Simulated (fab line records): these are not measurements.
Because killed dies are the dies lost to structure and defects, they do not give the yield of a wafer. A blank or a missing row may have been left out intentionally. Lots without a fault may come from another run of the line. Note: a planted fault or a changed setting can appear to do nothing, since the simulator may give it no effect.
Split-lot trial ; flow sky130 ; 23 wafers read across 5 lots, on a route 708 steps long

## ON THE SPLIT
At SKY_GATE_OXIDE_OXIDATION_01 (stabilise 600 s, purge 300 s, target thk 10.268 nm), the setting temp_c was moved away from the recipe's 900 C on 15 of the 23 wafers read, by -2.2% to +2.9%. All remaining wafers had this setting at the recipe value.

There is no step in the file separating the split from the reading.

## THE READING
GATE_OXIDE_OXIDATION_00_THK at SKY_GATE_OXIDE_THK_MEAS_02, in nm. Typical for fault-free wafers on this fab line: 10.16 nm, with standard deviation 0.2 nm.

wafer;tool, chamber at the split;temp_c as run, C;against the recipe;GATE_OXIDE_OXIDATION_00_THK, nm;against lot-mates on the recipe
L074.1;furnace-02, 0;900;recipe;10.37;-
L074.2;furnace-02, 0;900;recipe;10.38;-
L074.6;furnace-02, 0;900;recipe;10.35;-
L080.2;-, -;900;recipe;10.29;-
L080.3;-, -;900;recipe;10.17;-
L080.4;-, -;900;recipe;10.10;-
L080.5;-, -;900;recipe;10.17;-
L080.6;-, -;900;recipe;10.15;-
L081.1;-, -;926.4;+2.9%;13.84;no lot-mate on the recipe
L081.2;-, -;926.4;+2.9%;13.79;no lot-mate on the recipe
L081.4;-, -;926.4;+2.9%;13.72;no lot-mate on the recipe
L081.5;-, -;926.4;+2.9%;13.80;no lot-mate on the recipe
L081.6;-, -;926.4;+2.9%;13.83;no lot-mate on the recipe
L082.1;-, -;924.5;+2.7%;13.09;no lot-mate on the recipe
L082.3;-, -;924.5;+2.7%;13.01;no lot-mate on the recipe
L082.4;-, -;924.5;+2.7%;13.02;no lot-mate on the recipe
L082.5;-, -;924.5;+2.7%;13.07;no lot-mate on the recipe
L082.6;-, -;924.5;+2.7%;13.26;no lot-mate on the recipe
L085.1;-, -;880.3;-2.2%;8.10;no lot-mate on the recipe
L085.2;-, -;880.3;-2.2%;8.02;no lot-mate on the recipe
L085.3;-, -;880.3;-2.2%;8.07;no lot-mate on the recipe
L085.5;-, -;880.3;-2.2%;8.05;no lot-mate on the recipe
L085.6;-, -;880.3;-2.2%;7.90;no lot-mate on the recipe

THE FIT
A straight line over all 23 wafers: GATE_OXIDE_OXIDATION_00_THK changes by +1.09 nm for each +1% of temp_c; r = +1.00; the points scatter about the line by 0.2 nm.
Too few moved wafers have a lot-mate on the recipe to fit a line with each lot's own level taken away.

## THE WHOLE CHAIN: every reading that the file lists as answering this split, in the file's order
step;what it does;reading;change (the file's fit);r (the file's)
SKY_GATE_OXIDE_OXIDATION_01;stabilise 600 s, purge 300 s, target thk 10.268 nm;SiO2_of_GATE_OXIDE_OXIDATION_01.thk_nm (the simulator's own value, which no gauge read);+1.09 nm for each +1% of the setting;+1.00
SKY_GATE_OXIDE_THK_MEAS_02;;GATE_OXIDE_OXIDATION_00_THK;+1.09 for each +1% of the setting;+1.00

## THE FILE'S OWN FIT
GATE_OXIDE_OXIDATION_00_THK changes by +1.09 nm for each +1% of temp_c, r = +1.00.
